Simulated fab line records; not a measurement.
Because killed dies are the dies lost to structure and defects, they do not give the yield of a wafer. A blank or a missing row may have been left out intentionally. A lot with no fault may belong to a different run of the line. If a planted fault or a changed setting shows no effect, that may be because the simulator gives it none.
fab line records :: flow sky130
record
  lots=11
  wafers=33
  last_day=50
route steps=708 shown METAL4@635 METAL5@662
lots that met no fault: from a run of the same line without faults
start_h: hours from the record's opening day to when the first of the lot's shown wafers began :: wait_h: hours from the lot's prior step to this one :: " same as the row above :: L1.1+2: a single row standing in for several wafers :: - no value present, or no start provided :: * or withheld: withheld :: < > ~ a bound
route shown NAME@n: names a module that has steps shown in the file, with the first one's number in the route :: usual: mean/standard deviation of fault-free wafers :: same: alike in all rows :: chamber/n: place in a boat :: sites: readings site by site :: _std_site: how widely they spread, as a standard deviation :: _edge_site: inner sites' mean taken away from outer sites' mean :: radius_mm: how far each site lies from the wafer's centre :: mask NAME#n: copy n :: behind: the last tool/chamber to shape the wafer :: hold: why the lot went on hold/how many hours it stayed there/how the hold came to an end :: device: which transistor (n, p or np) failed to switch :: end of line: at the end of the route, the tests of the same wafers :: a step given without rows: its recipe and nothing more :: killed: count of dies lost to structure and defects at first sort (not the wafer's yield) :: map: dies across one wafer; x = killed, . = not, _ = none there
set.NAME: the setting that was run; set.NAME@STEP: the one run at that earlier step :: model.NAME: the simulator's own value behind a step, which no gauge read
one table for each step of the route and one row for each wafer, over a sample of lots
services: a tool's chamber out of use, with start hour (start_h, from the record's first day; less than 0 if before it), hours out, and reason
## steps
# step SKY_METAL4_STRIP_19
# recipe
  chemistry=O2/N2
  power_w=1400
  pressure_mtorr=1500
  platen_temp_c=withheld
  o2_flow_sccm=3000
  n2_flow_sccm=300
  overash_fraction=0.5
# usual
  drypump_motor_current_A=5.8/0.51
  oes_product_au=0.500/0.0056
  overash_fraction=0.5/0
  strip_time_to_endpoint_s=6.46/0.059
lot.wafer: L897.2
tool: plasma_asher-02
chamber: 0
start_h: 984.36
wait_h: 0.3
drypump_motor_current_A: 5.3
oes_product_au: 0.500
overash_fraction: 0.5
rf_hours_counter_h: 25
strip_time_to_endpoint_s: 6.57

lot.wafer: L897.3
tool: plasma_asher-02
chamber: 0
start_h: 984.36
wait_h: 0.3
drypump_motor_current_A: 5.3
oes_product_au: 0.498
overash_fraction: 0.5
rf_hours_counter_h: -
strip_time_to_endpoint_s: 6.46

lot.wafer: L897.4
tool: plasma_asher-02
chamber: 1
start_h: 984.36
wait_h: 0.3
drypump_motor_current_A: 5.7
oes_product_au: 0.498
overash_fraction: 0.5
rf_hours_counter_h: -
strip_time_to_endpoint_s: 6.51

lot.wafer: L898.1
tool: plasma_asher-02
chamber: 1
start_h: 999.70
wait_h: 0.1
drypump_motor_current_A: 5.7
oes_product_au: 0.497
overash_fraction: 0.5
rf_hours_counter_h: 27
strip_time_to_endpoint_s: 6.40

lot.wafer: L898.2
tool: plasma_asher-02
chamber: 0
start_h: 999.70
wait_h: 0.1
drypump_motor_current_A: 5.4
oes_product_au: 0.501
overash_fraction: 0.5
rf_hours_counter_h: 27
strip_time_to_endpoint_s: 6.46

lot.wafer: L898.6
tool: plasma_asher-02
chamber: 0
start_h: 999.70
wait_h: 0.1
drypump_motor_current_A: 5.3
oes_product_au: 0.505
overash_fraction: 0.5
rf_hours_counter_h: -
strip_time_to_endpoint_s: 6.36

lot.wafer: L899.4
tool: plasma_asher-01
chamber: 0
start_h: 1003.52
wait_h: 0.1
drypump_motor_current_A: 6.5
oes_product_au: 0.504
overash_fraction: 0.5
rf_hours_counter_h: -
strip_time_to_endpoint_s: 6.53

lot.wafer: L899.5
tool: plasma_asher-01
chamber: 0
start_h: 1003.52
wait_h: 0.1
drypump_motor_current_A: 6.5
oes_product_au: 0.502
overash_fraction: 0.5
rf_hours_counter_h: -
strip_time_to_endpoint_s: 6.46

lot.wafer: L899.6
tool: plasma_asher-01
chamber: 1
start_h: 1003.52
wait_h: 0.1
drypump_motor_current_A: 6.6
oes_product_au: 0.508
overash_fraction: 0.5
rf_hours_counter_h: -
strip_time_to_endpoint_s: 6.57

lot.wafer: L903.2
tool: plasma_asher-02
chamber: 0
start_h: 1030.54
wait_h: 0.1
drypump_motor_current_A: 5.3
oes_product_au: 0.498
overash_fraction: 0.5
rf_hours_counter_h: 30
strip_time_to_endpoint_s: 6.40

lot.wafer: L903.5
tool: plasma_asher-02
chamber: 0
start_h: 1030.54
wait_h: 0.1
drypump_motor_current_A: 5.3
oes_product_au: 0.496
overash_fraction: 0.5
rf_hours_counter_h: -
strip_time_to_endpoint_s: 6.45

lot.wafer: L903.6
tool: plasma_asher-02
chamber: 1
start_h: 1030.54
wait_h: 0.1
drypump_motor_current_A: 5.7
oes_product_au: 0.503
overash_fraction: 0.5
rf_hours_counter_h: -
strip_time_to_endpoint_s: 6.49

lot.wafer: L904.1
tool: plasma_asher-04
chamber: 0
start_h: 1037.04
wait_h: 0.1
drypump_motor_current_A: 5.6
oes_product_au: 0.493
overash_fraction: 0.5
rf_hours_counter_h: 85
strip_time_to_endpoint_s: 6.51

lot.wafer: L904.3
tool: plasma_asher-04
chamber: 0
start_h: 1037.04
wait_h: 0.1
drypump_motor_current_A: 5.6
oes_product_au: 0.509
overash_fraction: 0.5
rf_hours_counter_h: -
strip_time_to_endpoint_s: 6.51

lot.wafer: L904.5
tool: plasma_asher-04
chamber: 1
start_h: 1037.04
wait_h: 0.1
drypump_motor_current_A: 5.2
oes_product_au: 0.508
overash_fraction: 0.5
rf_hours_counter_h: -
strip_time_to_endpoint_s: 6.47

lot.wafer: L906.2
tool: plasma_asher-02
chamber: 1
start_h: 1050.24
wait_h: 0.1
drypump_motor_current_A: 5.7
oes_product_au: 0.498
overash_fraction: 0.5
rf_hours_counter_h: 32
strip_time_to_endpoint_s: 6.51

lot.wafer: L906.4
tool: plasma_asher-02
chamber: 1
start_h: 1050.24
wait_h: 0.1
drypump_motor_current_A: 5.7
oes_product_au: 0.499
overash_fraction: 0.5
rf_hours_counter_h: -
strip_time_to_endpoint_s: 6.57

lot.wafer: L906.5
tool: plasma_asher-02
chamber: 1
start_h: 1050.24
wait_h: 0.1
drypump_motor_current_A: 5.7
oes_product_au: 0.501
overash_fraction: 0.5
rf_hours_counter_h: -
strip_time_to_endpoint_s: 6.56

lot.wafer: L915.1
tool: plasma_asher-02
chamber: 0
start_h: 1117.38
wait_h: 0.1
drypump_motor_current_A: 5.3
oes_product_au: 0.507
overash_fraction: 0.3
rf_hours_counter_h: 39
strip_time_to_endpoint_s: 6.46

lot.wafer: L915.2
tool: plasma_asher-02
chamber: 1
start_h: 1117.38
wait_h: 0.1
drypump_motor_current_A: 5.7
oes_product_au: 0.504
overash_fraction: 0.3
rf_hours_counter_h: 39
strip_time_to_endpoint_s: 6.49

lot.wafer: L915.6
tool: plasma_asher-02
chamber: 1
start_h: 1117.38
wait_h: 0.1
drypump_motor_current_A: 5.7
oes_product_au: 0.502
overash_fraction: 0.3
rf_hours_counter_h: -
strip_time_to_endpoint_s: 6.51

lot.wafer: L916.1
tool: plasma_asher-02
chamber: 0
start_h: 1118.22
wait_h: 0.1
drypump_motor_current_A: 5.4
oes_product_au: 0.502
overash_fraction: 0.3
rf_hours_counter_h: 39
strip_time_to_endpoint_s: 6.53

lot.wafer: L916.3
tool: plasma_asher-02
chamber: 1
start_h: 1118.22
wait_h: 0.1
drypump_motor_current_A: 5.7
oes_product_au: 0.500
overash_fraction: 0.3
rf_hours_counter_h: -
strip_time_to_endpoint_s: 6.55

lot.wafer: L916.5
tool: plasma_asher-02
chamber: 1
start_h: 1118.22
wait_h: 0.1
drypump_motor_current_A: 5.7
oes_product_au: 0.510
overash_fraction: 0.3
rf_hours_counter_h: -
strip_time_to_endpoint_s: 6.48

lot.wafer: L917.2
tool: plasma_asher-04
chamber: 1
start_h: 1121.25
wait_h: 0.1
drypump_motor_current_A: 5.2
oes_product_au: 0.505
overash_fraction: 0.5
rf_hours_counter_h: 94
strip_time_to_endpoint_s: 6.52

lot.wafer: L917.5
tool: plasma_asher-04
chamber: 1
start_h: 1121.25
wait_h: 0.1
drypump_motor_current_A: 5.2
oes_product_au: 0.495
overash_fraction: 0.5
rf_hours_counter_h: -
strip_time_to_endpoint_s: 6.52

lot.wafer: L917.6
tool: plasma_asher-04
chamber: 0
start_h: 1121.25
wait_h: 0.1
drypump_motor_current_A: 5.6
oes_product_au: 0.490
overash_fraction: 0.5
rf_hours_counter_h: -
strip_time_to_endpoint_s: 6.46

lot.wafer: L918.2
tool: plasma_asher-01
chamber: 1
start_h: 1127.13
wait_h: 0.1
drypump_motor_current_A: 6.6
oes_product_au: 0.500
overash_fraction: 0.5
rf_hours_counter_h: 6
strip_time_to_endpoint_s: 6.44

lot.wafer: L918.3
tool: plasma_asher-01
chamber: 1
start_h: 1127.13
wait_h: 0.1
drypump_motor_current_A: 6.6
oes_product_au: 0.503
overash_fraction: 0.5
rf_hours_counter_h: -
strip_time_to_endpoint_s: 6.49

lot.wafer: L918.6
tool: plasma_asher-01
chamber: 0
start_h: 1127.13
wait_h: 0.1
drypump_motor_current_A: 6.5
oes_product_au: 0.500
overash_fraction: 0.5
rf_hours_counter_h: -
strip_time_to_endpoint_s: 6.48

lot.wafer: L919.2
tool: plasma_asher-04
chamber: 1
start_h: 1127.67
wait_h: 0.2
drypump_motor_current_A: 5.2
oes_product_au: 0.505
overash_fraction: 0.5
rf_hours_counter_h: 94
strip_time_to_endpoint_s: 6.48

lot.wafer: L919.4
tool: plasma_asher-04
chamber: 1
start_h: 1127.67
wait_h: 0.2
drypump_motor_current_A: 5.2
oes_product_au: 0.500
overash_fraction: 0.5
rf_hours_counter_h: -
strip_time_to_endpoint_s: 6.44

lot.wafer: L919.5
tool: plasma_asher-04
chamber: 1
start_h: 1127.67
wait_h: 0.2
drypump_motor_current_A: 5.2
oes_product_au: 0.495
overash_fraction: 0.5
rf_hours_counter_h: -
strip_time_to_endpoint_s: 6.41
# step SKY_METAL5_SPUTTER_01
# recipe
  material=TiN
  target_thk_nm=20
  power_w=6500
  time_s=16.7
  chamber_pressure_pa=0.4
# usual
  cathode_dc_power_W=6500.1/1.1
  throttle_valve_pct=29.6/1
lot.wafer: L897.2
tool: pvd_sputter-01
chamber: -
start_h: 1010.83
wait_h: 0.0
cathode_dc_power_W: 6498.4
throttle_valve_pct: 29.9

lot.wafer: L897.3
tool: pvd_sputter-01
chamber: -
start_h: 1010.83
wait_h: 0.0
cathode_dc_power_W: 6499.8
throttle_valve_pct: 27.8

lot.wafer: L897.4
tool: pvd_sputter-01
chamber: -
start_h: 1010.83
wait_h: 0.0
cathode_dc_power_W: 6500.1
throttle_valve_pct: 29.8

lot.wafer: L898.1
tool: pvd_sputter-03
chamber: -
start_h: 1025.47
wait_h: 0.0
cathode_dc_power_W: 6500.5
throttle_valve_pct: 30.6

lot.wafer: L898.2
tool: pvd_sputter-03
chamber: -
start_h: 1025.47
wait_h: 0.0
cathode_dc_power_W: 6498.4
throttle_valve_pct: 28.7

lot.wafer: L898.6
tool: pvd_sputter-03
chamber: -
start_h: 1025.47
wait_h: 0.0
cathode_dc_power_W: 6499.8
throttle_valve_pct: 31.4

lot.wafer: L899.4
tool: pvd_sputter-01
chamber: -
start_h: 1029.04
wait_h: 0.0
cathode_dc_power_W: 6499.7
throttle_valve_pct: 29.0

lot.wafer: L899.5
tool: pvd_sputter-01
chamber: -
start_h: 1029.04
wait_h: 0.0
cathode_dc_power_W: 6500.0
throttle_valve_pct: 28.9

lot.wafer: L899.6
tool: pvd_sputter-01
chamber: -
start_h: 1029.04
wait_h: 0.0
cathode_dc_power_W: 6498.1
throttle_valve_pct: 27.9

lot.wafer: L903.2
tool: pvd_sputter-01
chamber: -
start_h: 1055.10
wait_h: 0.0
cathode_dc_power_W: 6500.1
throttle_valve_pct: 30.5

lot.wafer: L903.5
tool: pvd_sputter-01
chamber: -
start_h: 1055.10
wait_h: 0.0
cathode_dc_power_W: 6498.7
throttle_valve_pct: 27.8

lot.wafer: L903.6
tool: pvd_sputter-01
chamber: -
start_h: 1055.10
wait_h: 0.0
cathode_dc_power_W: 6497.9
throttle_valve_pct: 29.1

lot.wafer: L904.1
tool: pvd_sputter-01
chamber: -
start_h: 1060.77
wait_h: 0.0
cathode_dc_power_W: 6499.7
throttle_valve_pct: 29.9

lot.wafer: L904.3
tool: pvd_sputter-01
chamber: -
start_h: 1060.77
wait_h: 0.0
cathode_dc_power_W: 6503.0
throttle_valve_pct: 27.9

lot.wafer: L904.5
tool: pvd_sputter-01
chamber: -
start_h: 1060.77
wait_h: 0.0
cathode_dc_power_W: 6499.5
throttle_valve_pct: 29.1

lot.wafer: L906.2
tool: pvd_sputter-03
chamber: -
start_h: 1074.59
wait_h: 0.0
cathode_dc_power_W: 6498.5
throttle_valve_pct: 31.5

lot.wafer: L906.4
tool: pvd_sputter-03
chamber: -
start_h: 1074.59
wait_h: 0.0
cathode_dc_power_W: 6499.9
throttle_valve_pct: 30.5

lot.wafer: L906.5
tool: pvd_sputter-03
chamber: -
start_h: 1074.59
wait_h: 0.0
cathode_dc_power_W: 6500.8
throttle_valve_pct: 30.2

lot.wafer: L915.1
tool: pvd_sputter-01
chamber: -
start_h: 1138.91
wait_h: 0.0
cathode_dc_power_W: 6500.7
throttle_valve_pct: 30.3

lot.wafer: L915.2
tool: pvd_sputter-01
chamber: -
start_h: 1138.91
wait_h: 0.0
cathode_dc_power_W: 6500.1
throttle_valve_pct: 29.6

lot.wafer: L915.6
tool: pvd_sputter-01
chamber: -
start_h: 1138.91
wait_h: 0.0
cathode_dc_power_W: 6501.5
throttle_valve_pct: 29.3

lot.wafer: L916.1
tool: pvd_sputter-02
chamber: -
start_h: 1139.66
wait_h: 0.0
cathode_dc_power_W: 6498.8
throttle_valve_pct: 30.2

lot.wafer: L916.3
tool: pvd_sputter-02
chamber: -
start_h: 1139.66
wait_h: 0.0
cathode_dc_power_W: 6500.6
throttle_valve_pct: 29.4

lot.wafer: L916.5
tool: pvd_sputter-02
chamber: -
start_h: 1139.66
wait_h: 0.0
cathode_dc_power_W: 6501.0
throttle_valve_pct: 30.2

lot.wafer: L917.2
tool: pvd_sputter-01
chamber: -
start_h: 1142.84
wait_h: 0.0
cathode_dc_power_W: 6500.9
throttle_valve_pct: 29.1

lot.wafer: L917.5
tool: pvd_sputter-01
chamber: -
start_h: 1142.84
wait_h: 0.0
cathode_dc_power_W: 6499.5
throttle_valve_pct: 29.1

lot.wafer: L917.6
tool: pvd_sputter-01
chamber: -
start_h: 1142.84
wait_h: 0.0
cathode_dc_power_W: 6497.6
throttle_valve_pct: 29.9

lot.wafer: L918.2
tool: pvd_sputter-01
chamber: -
start_h: 1147.40
wait_h: 0.0
cathode_dc_power_W: 6498.5
throttle_valve_pct: 29.8

lot.wafer: L918.3
tool: pvd_sputter-01
chamber: -
start_h: 1147.40
wait_h: 0.0
cathode_dc_power_W: 6501.3
throttle_valve_pct: 27.3

lot.wafer: L918.6
tool: pvd_sputter-01
chamber: -
start_h: 1147.40
wait_h: 0.0
cathode_dc_power_W: 6499.2
throttle_valve_pct: 30.6

lot.wafer: L919.2
tool: pvd_sputter-03
chamber: -
start_h: 1148.38
wait_h: 0.0
cathode_dc_power_W: 6500.4
throttle_valve_pct: 30.6

lot.wafer: L919.4
tool: pvd_sputter-03
chamber: -
start_h: 1148.38
wait_h: 0.0
cathode_dc_power_W: 6498.8
throttle_valve_pct: 30.2

lot.wafer: L919.5
tool: pvd_sputter-03
chamber: -
start_h: 1148.38
wait_h: 0.0
cathode_dc_power_W: 6498.7
throttle_valve_pct: 30.6
# step SKY_METAL5_SPUTTER_03
# recipe
  material=Ti
  target_thk_nm=5
  power_w=3000
  time_s=3.3
  chamber_pressure_pa=0.4
# usual
  cathode_dc_power_W=3000.0/0.54
  throttle_valve_pct=29.6/1
lot.wafer: L897.2
tool: pvd_sputter-01
chamber: -
start_h: 1010.91
wait_h: 0.0
cathode_dc_power_W: 2999.4
throttle_valve_pct: 30.3

lot.wafer: L897.3
tool: pvd_sputter-01
chamber: -
start_h: 1010.91
wait_h: 0.0
cathode_dc_power_W: 3000.9
throttle_valve_pct: 27.7

lot.wafer: L897.4
tool: pvd_sputter-01
chamber: -
start_h: 1010.91
wait_h: 0.0
cathode_dc_power_W: 3000.1
throttle_valve_pct: 29.8

lot.wafer: L898.1
tool: pvd_sputter-03
chamber: -
start_h: 1025.55
wait_h: 0.0
cathode_dc_power_W: 2999.9
throttle_valve_pct: 30.5

lot.wafer: L898.2
tool: pvd_sputter-03
chamber: -
start_h: 1025.55
wait_h: 0.0
cathode_dc_power_W: 2999.7
throttle_valve_pct: 28.7

lot.wafer: L898.6
tool: pvd_sputter-03
chamber: -
start_h: 1025.55
wait_h: 0.0
cathode_dc_power_W: 2999.5
throttle_valve_pct: 31.8

lot.wafer: L899.4
tool: pvd_sputter-01
chamber: -
start_h: 1029.12
wait_h: 0.0
cathode_dc_power_W: 2999.9
throttle_valve_pct: 29.2

lot.wafer: L899.5
tool: pvd_sputter-01
chamber: -
start_h: 1029.12
wait_h: 0.0
cathode_dc_power_W: 3000.1
throttle_valve_pct: 29.4

lot.wafer: L899.6
tool: pvd_sputter-01
chamber: -
start_h: 1029.12
wait_h: 0.0
cathode_dc_power_W: 3000.1
throttle_valve_pct: 27.6

lot.wafer: L903.2
tool: pvd_sputter-01
chamber: -
start_h: 1055.18
wait_h: 0.0
cathode_dc_power_W: 2999.9
throttle_valve_pct: 30.4

lot.wafer: L903.5
tool: pvd_sputter-01
chamber: -
start_h: 1055.18
wait_h: 0.0
cathode_dc_power_W: 3000.7
throttle_valve_pct: 27.9

lot.wafer: L903.6
tool: pvd_sputter-01
chamber: -
start_h: 1055.18
wait_h: 0.0
cathode_dc_power_W: 3000.2
throttle_valve_pct: 29.2

lot.wafer: L904.1
tool: pvd_sputter-01
chamber: -
start_h: 1060.85
wait_h: 0.0
cathode_dc_power_W: 3000.5
throttle_valve_pct: 29.9

lot.wafer: L904.3
tool: pvd_sputter-01
chamber: -
start_h: 1060.85
wait_h: 0.0
cathode_dc_power_W: 2999.9
throttle_valve_pct: 27.6

lot.wafer: L904.5
tool: pvd_sputter-01
chamber: -
start_h: 1060.85
wait_h: 0.0
cathode_dc_power_W: 3000.1
throttle_valve_pct: 29.3

lot.wafer: L906.2
tool: pvd_sputter-03
chamber: -
start_h: 1074.66
wait_h: 0.0
cathode_dc_power_W: 3000.2
throttle_valve_pct: 31.6

lot.wafer: L906.4
tool: pvd_sputter-03
chamber: -
start_h: 1074.66
wait_h: 0.0
cathode_dc_power_W: 3000.5
throttle_valve_pct: 30.5

lot.wafer: L906.5
tool: pvd_sputter-03
chamber: -
start_h: 1074.66
wait_h: 0.0
cathode_dc_power_W: 2999.5
throttle_valve_pct: 30.3

lot.wafer: L915.1
tool: pvd_sputter-01
chamber: -
start_h: 1138.98
wait_h: 0.0
cathode_dc_power_W: 3000.5
throttle_valve_pct: 30.3

lot.wafer: L915.2
tool: pvd_sputter-01
chamber: -
start_h: 1138.98
wait_h: 0.0
cathode_dc_power_W: 3000.2
throttle_valve_pct: 29.8

lot.wafer: L915.6
tool: pvd_sputter-01
chamber: -
start_h: 1138.98
wait_h: 0.0
cathode_dc_power_W: 3000.0
throttle_valve_pct: 29.3

lot.wafer: L916.1
tool: pvd_sputter-02
chamber: -
start_h: 1139.74
wait_h: 0.0
cathode_dc_power_W: 3000.3
throttle_valve_pct: 30.3

lot.wafer: L916.3
tool: pvd_sputter-02
chamber: -
start_h: 1139.74
wait_h: 0.0
cathode_dc_power_W: 3000.4
throttle_valve_pct: 29.1

lot.wafer: L916.5
tool: pvd_sputter-02
chamber: -
start_h: 1139.74
wait_h: 0.0
cathode_dc_power_W: 3000.7
throttle_valve_pct: 30.2

lot.wafer: L917.2
tool: pvd_sputter-01
chamber: -
start_h: 1142.92
wait_h: 0.0
cathode_dc_power_W: 3000.6
throttle_valve_pct: 29.2

lot.wafer: L917.5
tool: pvd_sputter-01
chamber: -
start_h: 1142.92
wait_h: 0.0
cathode_dc_power_W: 3001.4
throttle_valve_pct: 29.4

lot.wafer: L917.6
tool: pvd_sputter-01
chamber: -
start_h: 1142.92
wait_h: 0.0
cathode_dc_power_W: 3000.0
throttle_valve_pct: 30.0

lot.wafer: L918.2
tool: pvd_sputter-01
chamber: -
start_h: 1147.48
wait_h: 0.0
cathode_dc_power_W: 2999.6
throttle_valve_pct: 29.9

lot.wafer: L918.3
tool: pvd_sputter-01
chamber: -
start_h: 1147.48
wait_h: 0.0
cathode_dc_power_W: 2999.5
throttle_valve_pct: 27.8

lot.wafer: L918.6
tool: pvd_sputter-01
chamber: -
start_h: 1147.48
wait_h: 0.0
cathode_dc_power_W: 2999.1
throttle_valve_pct: 30.2

lot.wafer: L919.2
tool: pvd_sputter-03
chamber: -
start_h: 1148.46
wait_h: 0.0
cathode_dc_power_W: 2999.8
throttle_valve_pct: 30.7

lot.wafer: L919.4
tool: pvd_sputter-03
chamber: -
start_h: 1148.46
wait_h: 0.0
cathode_dc_power_W: 3000.4
throttle_valve_pct: 30.1

lot.wafer: L919.5
tool: pvd_sputter-03
chamber: -
start_h: 1148.46
wait_h: 0.0
cathode_dc_power_W: 2999.2
throttle_valve_pct: 30.5
# step SKY_METAL5_DESCUM_14
# recipe
  chemistry=O2
  source_power_w=150
  bias_power_w=0
  pressure_mtorr=10
  temp_c=40
  time_s=11
# usual
  drypump_motor_current_A=5.7/0.58
  oes_product_au=1.002/0.01
lot.wafer: L897.2
tool: rie_metal-02
chamber: 1
start_h: 1033.66
wait_h: 0.1
drypump_motor_current_A: 6.3
oes_product_au: 1.010
rf_hours_counter_h: 19

lot.wafer: L897.3
tool: rie_metal-02
chamber: 1
start_h: 1033.66
wait_h: 0.1
drypump_motor_current_A: 6.3
oes_product_au: 1.018
rf_hours_counter_h: -

lot.wafer: L897.4
tool: rie_metal-02
chamber: 0
start_h: 1033.66
wait_h: 0.1
drypump_motor_current_A: 5.9
oes_product_au: 1.006
rf_hours_counter_h: -

lot.wafer: L898.1
tool: rie_metal-02
chamber: 0
start_h: 1048.12
wait_h: 0.1
drypump_motor_current_A: 5.9
oes_product_au: 0.982
rf_hours_counter_h: 24

lot.wafer: L898.2
tool: rie_metal-02
chamber: 1
start_h: 1048.12
wait_h: 0.1
drypump_motor_current_A: 6.3
oes_product_au: 1.006
rf_hours_counter_h: 19

lot.wafer: L898.6
tool: rie_metal-02
chamber: 1
start_h: 1048.12
wait_h: 0.1
drypump_motor_current_A: 6.3
oes_product_au: 1.004
rf_hours_counter_h: -

lot.wafer: L899.4
tool: rie_metal-04
chamber: 0
start_h: 1051.29
wait_h: 0.1
drypump_motor_current_A: 6.1
oes_product_au: 0.990
rf_hours_counter_h: -

lot.wafer: L899.5
tool: rie_metal-04
chamber: 0
start_h: 1051.29
wait_h: 0.1
drypump_motor_current_A: 6.1
oes_product_au: 1.000
rf_hours_counter_h: -

lot.wafer: L899.6
tool: rie_metal-04
chamber: 1
start_h: 1051.29
wait_h: 0.1
drypump_motor_current_A: 6.3
oes_product_au: 0.996
rf_hours_counter_h: -

lot.wafer: L903.2
tool: rie_metal-02
chamber: 0
start_h: 1076.77
wait_h: 0.1
drypump_motor_current_A: 5.9
oes_product_au: 1.015
rf_hours_counter_h: 0

lot.wafer: L903.5
tool: rie_metal-02
chamber: 0
start_h: 1076.77
wait_h: 0.1
drypump_motor_current_A: 5.9
oes_product_au: 1.003
rf_hours_counter_h: -

lot.wafer: L903.6
tool: rie_metal-02
chamber: 1
start_h: 1076.77
wait_h: 0.1
drypump_motor_current_A: 6.3
oes_product_au: 1.012
rf_hours_counter_h: -

lot.wafer: L904.1
tool: rie_metal-04
chamber: 0
start_h: 1080.72
wait_h: 0.1
drypump_motor_current_A: 6.1
oes_product_au: 1.005
rf_hours_counter_h: 10

lot.wafer: L904.3
tool: rie_metal-04
chamber: 0
start_h: 1080.72
wait_h: 0.1
drypump_motor_current_A: 6.1
oes_product_au: 0.998
rf_hours_counter_h: -

lot.wafer: L904.5
tool: rie_metal-04
chamber: 1
start_h: 1080.72
wait_h: 0.1
drypump_motor_current_A: 6.3
oes_product_au: 0.984
rf_hours_counter_h: -

lot.wafer: L906.2
tool: rie_metal-04
chamber: 0
start_h: 1095.02
wait_h: 0.1
drypump_motor_current_A: 6.1
oes_product_au: 1.009
rf_hours_counter_h: 10

lot.wafer: L906.4
tool: rie_metal-04
chamber: 1
start_h: 1095.02
wait_h: 0.1
drypump_motor_current_A: 6.3
oes_product_au: 0.975
rf_hours_counter_h: -

lot.wafer: L906.5
tool: rie_metal-04
chamber: 0
start_h: 1095.02
wait_h: 0.1
drypump_motor_current_A: 6.1
oes_product_au: 0.999
rf_hours_counter_h: -

lot.wafer: L915.1
tool: rie_metal-02
chamber: 1
start_h: 1156.61
wait_h: 0.1
drypump_motor_current_A: 6.3
oes_product_au: 1.019
rf_hours_counter_h: 30

lot.wafer: L915.2
tool: rie_metal-02
chamber: 0
start_h: 1156.61
wait_h: 0.1
drypump_motor_current_A: 5.9
oes_product_au: 1.010
rf_hours_counter_h: 7

lot.wafer: L915.6
tool: rie_metal-02
chamber: 0
start_h: 1156.61
wait_h: 0.1
drypump_motor_current_A: 5.9
oes_product_au: 1.006
rf_hours_counter_h: -

lot.wafer: L916.1
tool: rie_metal-03
chamber: 0
start_h: 1157.82
wait_h: 0.1
drypump_motor_current_A: 5.0
oes_product_au: 1.005
rf_hours_counter_h: 21

lot.wafer: L916.3
tool: rie_metal-03
chamber: 1
start_h: 1157.82
wait_h: 0.1
drypump_motor_current_A: 5.1
oes_product_au: 1.018
rf_hours_counter_h: -

lot.wafer: L916.5
tool: rie_metal-03
chamber: 1
start_h: 1157.82
wait_h: 0.1
drypump_motor_current_A: 5.1
oes_product_au: 1.011
rf_hours_counter_h: -

lot.wafer: L917.2
tool: rie_metal-03
chamber: 0
start_h: 1160.37
wait_h: 0.1
drypump_motor_current_A: 5.0
oes_product_au: 1.006
rf_hours_counter_h: 21

lot.wafer: L917.5
tool: rie_metal-03
chamber: 0
start_h: 1160.37
wait_h: 0.1
drypump_motor_current_A: 4.9
oes_product_au: 1.005
rf_hours_counter_h: -

lot.wafer: L917.6
tool: rie_metal-03
chamber: 1
start_h: 1160.37
wait_h: 0.1
drypump_motor_current_A: 5.1
oes_product_au: 1.013
rf_hours_counter_h: -

lot.wafer: L918.2
tool: rie_metal-03
chamber: 0
start_h: 1165.28
wait_h: 0.1
drypump_motor_current_A: 4.9
oes_product_au: 1.007
rf_hours_counter_h: 22

lot.wafer: L918.3
tool: rie_metal-03
chamber: 1
start_h: 1165.28
wait_h: 0.1
drypump_motor_current_A: 5.1
oes_product_au: 1.012
rf_hours_counter_h: -

lot.wafer: L918.6
tool: rie_metal-03
chamber: 0
start_h: 1165.28
wait_h: 0.1
drypump_motor_current_A: 5.0
oes_product_au: 1.011
rf_hours_counter_h: -

lot.wafer: L919.2
tool: rie_metal-02
chamber: 1
start_h: 1166.58
wait_h: 0.1
drypump_motor_current_A: 6.3
oes_product_au: 1.010
rf_hours_counter_h: 31

lot.wafer: L919.4
tool: rie_metal-02
chamber: 1
start_h: 1166.58
wait_h: 0.1
drypump_motor_current_A: 6.3
oes_product_au: 1.006
rf_hours_counter_h: -

lot.wafer: L919.5
tool: rie_metal-02
chamber: 1
start_h: 1166.58
wait_h: 0.1
drypump_motor_current_A: 6.3
oes_product_au: 1.010
rf_hours_counter_h: -
## services
tool: plasma_asher-02
chamber: -
start_h: 960.83
hours: 9.2
kind: repair

tool: pvd_sputter-01
chamber: -
start_h: 962.70
hours: 3.1
kind: repair

tool: rie_metal-02
chamber: 0
start_h: 969.84
hours: 10.9
kind: repair

tool: plasma_asher-01
chamber: -
start_h: 979.70
hours: 15.6
kind: pm

tool: plasma_asher-01
chamber: -
start_h: 1047.71
hours: 13.1
kind: repair

tool: rie_metal-02
chamber: 0
start_h: 1050.42
hours: -
kind: clean

tool: rie_metal-02
chamber: 0
start_h: 1050.42
hours: 17.3
kind: scheduled_down

tool: rie_metal-02
chamber: 0
start_h: 1050.42
hours: 17.3
kind: vent_cycle

tool: pvd_sputter-01
chamber: -
start_h: 1051.63
hours: 1.2
kind: repair

tool: plasma_asher-01
chamber: -
start_h: 1060.80
hours: 9.0
kind: pm

tool: plasma_asher-01
chamber: 0
start_h: 1060.80
hours: 9.0
kind: vent_cycle

tool: plasma_asher-01
chamber: 1
start_h: 1060.80
hours: 9.0
kind: vent_cycle

tool: pvd_sputter-02
chamber: -
start_h: 1065.20
hours: 1.7
kind: repair

tool: plasma_asher-02
chamber: -
start_h: 1065.97
hours: 2.8
kind: repair

tool: plasma_asher-01
chamber: 0
start_h: 1069.80
hours: -
kind: clean

tool: plasma_asher-01
chamber: 1
start_h: 1069.80
hours: -
kind: clean

tool: pvd_sputter-01
chamber: -
start_h: 1101.81
hours: 2.2
kind: repair

tool: plasma_asher-04
chamber: -
start_h: 1104.64
hours: 3.3
kind: repair

tool: plasma_asher-02
chamber: -
start_h: 1110.92
hours: 3.7
kind: repair

tool: pvd_sputter-03
chamber: -
start_h: 1119.91
hours: 2.9
kind: repair

tool: rie_metal-04
chamber: 0
start_h: 1134.80
hours: 18.2
kind: repair

tool: pvd_sputter-03
chamber: -
start_h: 1137.58
hours: 1.2
kind: repair
## key
first_sign
  step=SKY_METAL4_STRIP_19
  reading=overash_fraction
  direction=down
  sigmas=99+
  usual=0.5
  struck=0.3
effect none on later readings
met_at SKY_METAL4_STRIP_19
struck_lots L915,L916
not_acting_at SKY_METAL5_SPUTTER_01,SKY_METAL5_SPUTTER_03,SKY_METAL5_DESCUM_14
onset_between 1050.24 1117.38
fault
  kind=process_parameter_drift
  tool=plasma_asher-02
  chamber=-
  onset_h=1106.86
  steps=SKY_METAL4_STRIP_19
  channel=overash_fraction
  offset=-0.2
  shape=step
  end_h=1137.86
  acts_in=these_recipes_only
  stated=0.5
